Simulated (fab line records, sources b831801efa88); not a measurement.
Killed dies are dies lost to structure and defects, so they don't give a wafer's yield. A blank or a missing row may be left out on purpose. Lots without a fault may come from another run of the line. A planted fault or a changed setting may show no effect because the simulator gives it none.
Chamber matching | flow gf180mcu | GF_V4_CMP_04 on cmp-01: 4 sister chambers
The step polishes SiO2. 7 wafers are shown with their chamber, then 7 later ones without.

WAFERS WITH THEIR CHAMBER
wafer  | chamber | motor_current_A (A) | time_to_endpoint_s (s)
L280.3 | 2       | 13.0                | 86
L284.1 | 3       | 12.9                | 84
L285.2 | 0       | 12.0                | 84
L288.5 | 1       | 11.4                | 84
L288.6 | 2       | 12.1                | 87
L289.4 | 0       | 11.8                | 88
L289.5 | 1       | 11.8                | 86

WAFERS WITHOUT THEIR CHAMBER
wafer  | motor_current_A (A) | time_to_endpoint_s (s)
L289.6 | 12.6                | 83
L298.1 | 11.7                | 85
L298.5 | 11.9                | 87
L298.6 | 12.0                | 87
L300.3 | 12.5                | 82
L300.5 | 12.6                | 88
L300.6 | 13.5                | 82

WHICH CHAMBER EACH WENT THROUGH
wafer  | from the rows above               | in truth
L289.6 | can't be placed: 3 or 2 or 0 or 1 | 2
L298.1 | can't be placed: 1 or 0 or 2      | 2
L298.5 | can't be placed: 0 or 1 or 2      | 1
L298.6 | can't be placed: 0 or 2 or 1      | 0
L300.3 | can't be placed: 3 or 2 or 0 or 1 | 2
L300.5 | can't be placed: 2 or 0 or 3      | 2
L300.6 | can't be placed: 3 or 2           | 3
Placed correctly: 0 of 7. Can't be placed from these rows: 7 (the true chamber is among the candidates in 7). Placed wrongly: 0.
How it was worked out, from the rows above alone: a wafer's distance from a chamber is the root of the sum, over the readings, of the square of ((its reading less the chamber's mean) divided by the reading's scatter). The wafer belongs to the nearest chamber; if the next one is less than 2 further off, it can't be placed. A chamber's mean is the mean of its shown wafers. The scatter: the root of (the sum of the squares of (reading less its chamber's mean) over the shown wafers, divided by (wafers less chambers)).
